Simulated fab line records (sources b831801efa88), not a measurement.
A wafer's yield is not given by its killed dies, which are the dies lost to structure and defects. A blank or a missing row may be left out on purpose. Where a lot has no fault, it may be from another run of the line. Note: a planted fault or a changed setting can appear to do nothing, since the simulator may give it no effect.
Which tool did it? ; flow gf180mcu ; 10 lots, 30 wafers sampled, at 6 steps of a route of 602

== WHAT EACH GAUGE READ, for each wafer ==
GF_MIM_RS_MEAS_10: measurement is done with a four-point probe. Usual: MIM_ALCU_RS gives 0.1603 ohm/sq (standard deviation 0.0019).
lot;measured;on;MIM_ALCU_RS (ohm/sq);flag
L385;day 24 18:22;film-metro-03;0.1600 0.1592 0.1585;
L386;day 24 23:48;film-metro-01;0.1627 0.1590 0.1602;
L387;day 25 11:18;film-metro-02;0.1561 0.1589 0.1582;
L389;day 26 11:14;film-metro-02;0.1600 0.1628 0.1631;
L392;day 27 03:00;film-metro-02;0.1595 0.1594 0.1612;
L397;day 28 12:50;film-metro-03;0.1575 0.1593 0.1599;
L400;day 29 15:38;film-metro-02;0.1600 0.1601 0.1602;
L402;day 30 02:53;film-metro-01;0.1656 0.1362 0.1377 0.1657 0.1362 0.1379;OFF
L403;day 30 08:57;film-metro-02;0.1599 0.1344 0.1356 0.1597 0.1346 0.1356;OFF
L405;day 31 00:17;film-metro-02;0.1592 0.1585 0.1598;

GF_MIM_THK_MEAS_11: measures by xrf. Usual: MIM_ALCU_THK gives 200.4 nm (standard deviation 2.3).
lot;measured;on;MIM_ALCU_THK (nm);flag
L385;day 24 18:29;film-metro-03;200.0 199.3 200.7;
L386;day 24 23:55;film-metro-01;196.8 200.8 200.8;
L387;day 25 11:24;film-metro-02;205.7 202.6 203.5;
L389;day 26 11:21;film-metro-02;199.9 197.0 197.3;
L392;day 27 03:07;film-metro-02;201.1 201.6 199.7;
L397;day 28 12:57;film-metro-03;204.7 201.2 200.9;
L400;day 29 15:44;film-metro-02;201.0 200.2 201.1;
L402;day 30 07:07;film-metro-01;193.9 235.0 232.3 194.9 234.9 232.4;OFF
L403;day 30 11:16;film-metro-02;201.7 238.9 236.9 203.6 237.1 236.4;OFF
L405;day 31 00:25;film-metro-02;200.6 202.2 200.9;

== EACH LOT AND THE TOOL THAT RAN IT (in order: tool; ch and the chambers of the sampled wafers; start) ==
lot;GF_V4_STRIP_18;GF_V4_CMP_26;GF_MIM_CVD_05;GF_MIM_SPUTTER_08
L385;plasma-asher-01 ch 0,1, day 24 16:43;cmp-02 ch 0,1, day 24 17:41;pecvd-01 ch 1,2, day 24 18:10;pvd-sputter-04, day 24 18:18
L386;plasma-asher-03 ch 1, day 24 22:06;cmp-02 ch 0,1,3, day 24 23:10;pecvd-01 ch 0,1,2, day 24 23:35;pvd-sputter-04, day 24 23:43
L387;plasma-asher-01 ch 0,1, day 25 09:15;cmp-01 ch 2,3, day 25 10:33;pecvd-03 ch 0,1,2, day 25 11:04;pvd-sputter-01, day 25 11:12
L389;plasma-asher-04 ch 0,1, day 26 09:35;cmp-02 ch 0,1,2, day 26 10:31;pecvd-02 ch 0,1,2, day 26 11:02;pvd-sputter-03, day 26 11:10
L392;plasma-asher-01 ch 0,1, day 27 01:20;cmp-01 ch 1,2, day 27 02:16;pecvd-03 ch 0,1,2, day 27 02:47;pvd-sputter-04, day 27 02:55
L397;plasma-asher-04 ch 0,1, day 28 11:05;cmp-01 ch 1,2, day 28 12:04;pecvd-01 ch 0,1,2, day 28 12:32;pvd-sputter-01, day 28 12:43
L400;plasma-asher-03 ch 0,1, day 29 13:58;cmp-01 ch 0,1,3, day 29 14:59;pecvd-01 ch 0,1,2, day 29 15:25;pvd-sputter-01, day 29 15:33
L402;plasma-asher-03 ch 0,1, day 30 01:14;cmp-01 ch 1,3, day 30 02:10;pecvd-03 ch 0,1,2, day 30 02:41;pvd-sputter-01, day 30 02:49
L403;plasma-asher-01 ch 0, day 30 07:17;cmp-01 ch 1,2, day 30 08:14;pecvd-02 ch 0,1, day 30 08:45;pvd-sputter-01, day 30 08:53
L405;plasma-asher-04 ch 0,1, day 30 22:13;cmp-01 ch 0,1,2, day 30 23:34;pecvd-01 ch 0,1,2, day 31 00:06;pvd-sputter-04, day 31 00:14
- GF_V4_STRIP_18: strips in O2/N2.
- GF_V4_CMP_26: polishes, stops on SiO2, t overpolish 15 s, target thk 0 nm.
- GF_MIM_CVD_05: deposits Si3N4, target thk 42 nm, time 29.086 s.
- GF_MIM_SPUTTER_08: material AlCu, target thk 200 nm, time 10.6 s.

== AS READ BY THE TOOLS THEMSELVES (means over the sampled wafers that have a number; for cases with no such wafer, the mark the record gives instead) ==
GF_V4_STRIP_18. Usual: drypump-motor-current-A 5.5 A, standard deviation 0.33; heater-power-w 340 W, standard deviation 15; n2-flow-sccm 299.9 sccm, standard deviation 0.89; oes-product-au 0.592 a.u., standard deviation 0.0056; platen-temp-c 249.98 C, standard deviation 0.17.
lot;tool;drypump-motor-current-A (A);heater-power-w (W);n2-flow-sccm (sccm);oes-product-au (a.u.);platen-temp-c (C);flag
L385;plasma-asher-01;5.5;341;300.6;0.590;250.05;
L386;plasma-asher-03;5.6;348;300.2;0.589;249.80;
L387;plasma-asher-01;5.5;342;300.3;0.596;250.02;
L389;plasma-asher-04;5.6;348;299.3;0.590;250.00;
L392;plasma-asher-01;5.5;343;299.8;0.588;250.01;
L397;plasma-asher-04;5.5;353;299.2;0.591;249.90;
L400;plasma-asher-03;5.8;338;300.0;0.593;250.10;
L402;plasma-asher-03;5.7;342;299.5;0.589;250.01;
L403;plasma-asher-01;4.9;321;299.7;0.593;249.83;
L405;plasma-asher-04;5.5;352;299.3;0.596;250.02;

GF_V4_CMP_26. Usual: motor-current-A 11.6 A, standard deviation 0.85; overpolish-run-s 14.998 s, standard deviation 0.0082; platen-rpm 60.00 rpm, standard deviation 0.037; time-to-endpoint-s 86 s, standard deviation 4.4.
lot;tool;motor-current-A (A);overpolish-run-s (s);platen-rpm (rpm);time-to-endpoint-s (s);flag
L385;cmp-02;11.8;15.001;60.02;83;
L386;cmp-02;11.2;14.996;60.00;83;
L387;cmp-01;12.0;15.002;60.01;84;
L389;cmp-02;11.4;15.005;60.00;86;
L392;cmp-01;10.7;14.994;59.97;90;
L397;cmp-01;11.3;14.993;59.99;86;
L400;cmp-01;11.5;15.002;59.98;88;
L402;cmp-01;11.2;14.999;60.03;87;
L403;cmp-01;11.3;15.003;60.03;87;
L405;cmp-01;11.8;15.006;60.00;91;

GF_MIM_CVD_05. Usual: 647 W for heater-power-w, sd 94.
lot;tool;heater-power-w (W);flag
L385;pecvd-01;574;
L386;pecvd-01;624;
L387;pecvd-03;705;
L389;pecvd-02;609;
L392;pecvd-03;751;
L397;pecvd-01;599;
L400;pecvd-01;588;
L402;pecvd-03;678;
L403;pecvd-02;526;
L405;pecvd-01;599;

GF_MIM_SPUTTER_08. Usual: 29.8 % for throttle-valve-pct, sd 0.9.
lot;tool;throttle-valve-pct (%);flag
L385;pvd-sputter-04;28.9;
L386;pvd-sputter-04;29.2;
L387;pvd-sputter-01;30.1;
L389;pvd-sputter-03;30.2;
L392;pvd-sputter-04;29.4;
L397;pvd-sputter-01;30.5;
L400;pvd-sputter-01;31.0;
L402;pvd-sputter-01;29.9;
L403;pvd-sputter-01;30.5;
L405;pvd-sputter-04;29.4;

== THE ANSWER, worked out from the rows above alone ==
Rule: lot off if the mean of its wafers having a number is beyond 3 standard deviations from the usual mean. A lot without any number at a reading at which 4 lots or more have one is off too. Any other lot the step has rows for is counted as sound. After the gauges, taken in route order, come the tools' own readings; for these a lot's mean is taken, as printed above. At the first step where some lot is off, the reading lying furthest off is the one used; lots without a number count as furthest.
Off: L402, L403, seen at GF_MIM_RS_MEAS_10 (MIM_ALCU_RS).
If a tool, at a process step before that reading, ran all the lots that are off and no sound lot after the first of them, it fits. Gauges at GF_MIM_RS_MEAS_10: tried the same way as those tools. One fits: GF_MIM_SPUTTER_08 on pvd-sputter-01. Its last sound lot is L400 (day 29 15:33), its first lot that is off L402 (day 30 02:49): a fault that began between those two fits.

== WHAT THE SIMULATOR HAD PUT IN ==
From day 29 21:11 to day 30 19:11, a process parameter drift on pvd-sputter-01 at GF_MIM_SPUTTER_08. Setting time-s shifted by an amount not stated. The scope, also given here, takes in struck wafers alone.
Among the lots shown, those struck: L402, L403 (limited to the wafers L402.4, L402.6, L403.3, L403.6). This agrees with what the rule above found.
